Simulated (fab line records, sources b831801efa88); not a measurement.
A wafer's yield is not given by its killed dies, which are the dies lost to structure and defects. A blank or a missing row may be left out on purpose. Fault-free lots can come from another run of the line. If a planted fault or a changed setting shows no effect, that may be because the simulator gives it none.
What tool caused it? || flow gf180mcu || Sampling: 7 lots, 21 wafers, 2 of 602 route steps

WHAT THE GAUGES SHOWED, per wafer
GF_CONTACT_OVL_MEAS_15.
{"lot": "L333", "measured": "day 16 08:40", "on": "overlay-01", "CONTACT_OVL (nm)": "-15 -12 -11"}
{"lot": "L335", "measured": "day 17 06:34", "on": "overlay-01", "CONTACT_OVL (nm)": "1 -6 -2"}
{"lot": "L338", "measured": "day 18 08:28", "on": "overlay-01", "CONTACT_OVL (nm)": "-4 -7 -3"}
{"lot": "L342", "measured": "day 19 21:07", "on": "overlay-01", "CONTACT_OVL (nm)": "-13 -8 -5"}
{"lot": "L350", "measured": "day 22 13:26", "on": "overlay-02", "CONTACT_OVL (nm)": "-3 -6 4"}
{"lot": "L353", "measured": "day 23 15:13", "on": "overlay-02", "CONTACT_OVL (nm)": "2 -1 -7"}
{"lot": "L355", "measured": "day 24 06:31", "on": "overlay-01", "CONTACT_OVL (nm)": "-19 -13 -16"}

WHICH TOOL RAN EACH LOT (tool, then ch and the chambers of the sampled wafers, then the start)
{"lot": "L333", "GF_SALICIDE_RTA_08": "rtp anneal-01 ch 0, day 15 10:17"}
{"lot": "L335", "GF_SALICIDE_RTA_08": "rtp anneal-02 ch 0, day 16 07:11"}
{"lot": "L338", "GF_SALICIDE_RTA_08": "rtp anneal-02 ch 0, day 17 08:43"}
{"lot": "L342", "GF_SALICIDE_RTA_08": "rtp anneal-02 ch 0, day 18 20:08"}
{"lot": "L350", "GF_SALICIDE_RTA_08": "rtp anneal-02 ch 0, day 21 12:55"}
{"lot": "L353", "GF_SALICIDE_RTA_08": "rtp anneal-02 ch 0, day 22 15:46"}
{"lot": "L355", "GF_SALICIDE_RTA_08": "rtp anneal-01 ch 0, day 23 07:07"}
- GF_SALICIDE_RTA_08: time 30 s.

THE ANSWER, worked out from the rows above alone
Rule: what is usual is taken from the lots themselves. The widest of any qualifying gaps counts: lots, ordered by their means at a reading, are off when they make up no more than a third of the lots, leave a main group of 4 or more, and stand apart from it by 3 or more times the standard deviation of that group's means. The tables above print the reading to a certain number of digits; a main group whose means all agree to those digits is not used. Also off: a lot with no number at a reading for which 4 or more lots have one. Where the step has rows for the other lots, those lots are counted as sound.
None of the lots is off at any reading shown; this tells nothing.

WHAT THE SIMULATOR HAD INSERTED
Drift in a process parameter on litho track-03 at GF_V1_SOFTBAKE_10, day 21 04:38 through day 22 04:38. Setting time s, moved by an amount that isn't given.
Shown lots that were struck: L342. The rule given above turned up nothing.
